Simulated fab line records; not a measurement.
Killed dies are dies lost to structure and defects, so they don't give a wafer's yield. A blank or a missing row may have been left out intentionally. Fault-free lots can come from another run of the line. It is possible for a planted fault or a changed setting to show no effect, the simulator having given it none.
Matching of chambers -- flow gf180mcu -- GF_SAB_CVD_00 on pecvd-01 has 3 sister chambers
The step deposits SiO2 from TEOS, target thk 50 nm, time 4.9302 s. 5 wafers are shown with their chamber, then 7 later ones without.

## WAFERS WITH THEIR CHAMBER
wafer,chamber,heater-power-w (W),susceptor-temp-C (C)
L819.5,2,715,399.95
L826.3,1,483,399.91
L826.4,1,503,399.81
L829.1,0,686,399.88
L829.5,0,667,400.08

## WAFERS WITHOUT THEIR CHAMBER
wafer,heater-power-w (W),susceptor-temp-C (C)
L829.6,697,400.06
L831.1,654,400.74
L831.2,556,399.96
L831.4,656,399.57
L833.1,575,400.46
L833.2,756,400.18
L833.6,727,400.00

## WHICH CHAMBER EACH WENT THROUGH
wafer,from the rows above,in truth
L829.6,can't be placed: 2 or 0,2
L831.1,can't be placed: 0 or 2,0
L831.2,1,1
L831.4,can't be placed: 0 or 2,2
L833.1,can't be placed: 1 or 0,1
L833.2,2,2
L833.6,2,2
Placed correctly: 3 of 7. These rows do not allow placing 4 (true chamber among the candidates in 4). Placed wrongly: 0.
How it was worked out, from the rows above alone: a wafer's distance from a chamber is the root of the sum, over the readings, of the square of ((its reading less the chamber's mean) divided by the reading's scatter). The wafer belongs to the nearest chamber; if the next one is less than 2 further off, it can't be placed. A chamber's mean is the mean of its shown wafers. The scatter: take each reading less its chamber's mean, square it, sum over the shown wafers, divide by the number of wafers less the number of chambers, and take the root.
